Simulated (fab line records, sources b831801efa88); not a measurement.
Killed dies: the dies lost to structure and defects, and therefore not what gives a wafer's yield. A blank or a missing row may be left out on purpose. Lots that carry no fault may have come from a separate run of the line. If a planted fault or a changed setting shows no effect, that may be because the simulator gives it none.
One fault through the eyes of 2 desks || flow gf180mcu || only its own numbers are on each desk; what lay behind them is given at the end

== TOOL OWNER'S DESK, pvd_sputter-02 ==
The tool's own readings at GF_V1_SPUTTER_22 (material TiN, target thk 10 nm, time 40 s): means of the sampled wafers that have a number, for each lot that ran on this tool. The brackets show how far a lot's mean lies from the usual mean; more than 4 standard deviations puts the lot out of limits, marked OUT.
Columns: A = chamber_pressure_pa at GF_V1_SPUTTER_22, usual 4.999 Pa; B = throttle_valve_pct at GF_V1_SPUTTER_22, usual 29.6 %
{"lot": "L311", "first seen here": "day 24 03:10", "A": 4.993, "B": 28.4}
{"lot": "L315", "first seen here": "day 25 03:55", "A": 5.008, "B": 28.9}
This desk found nothing out of limits on any of the 2 lots.

== METROLOGY DESK ==
What the gauges read for every lot (on any tool): the sampled wafers with a number, averaged. The brackets show how far a lot's mean lies from the usual mean; more than 4 standard deviations puts the lot out of limits, marked OUT.
Columns: A = cd_nm at GF_V1_CD_MEAS_14, usual 260.1 nm; B = V1_OVL at GF_V1_OVL_MEAS_15, usual 3 nm
{"lot": "L299", "first seen here": "day 19 08:03", "A": 258.1, "B": 7}
{"lot": "L302", "first seen here": "day 20 17:24", "A": 259.0, "B": -1}
{"lot": "L310", "first seen here": "day 23 05:37", "A": 260.3, "B": 5}
{"lot": "L311", "first seen here": "day 24 02:15", "A": 260.8, "B": 1}
{"lot": "L315", "first seen here": "day 25 03:02", "A": 262.0, "B": -3}
This desk found nothing out of limits on any of the 5 lots.

== BROUGHT TOGETHER ==
Nothing out of limits was seen by the tool owner's desk.
The metrology desk saw nothing out of limits.

== WHAT WAS PUT IN BY THE SIMULATOR ==
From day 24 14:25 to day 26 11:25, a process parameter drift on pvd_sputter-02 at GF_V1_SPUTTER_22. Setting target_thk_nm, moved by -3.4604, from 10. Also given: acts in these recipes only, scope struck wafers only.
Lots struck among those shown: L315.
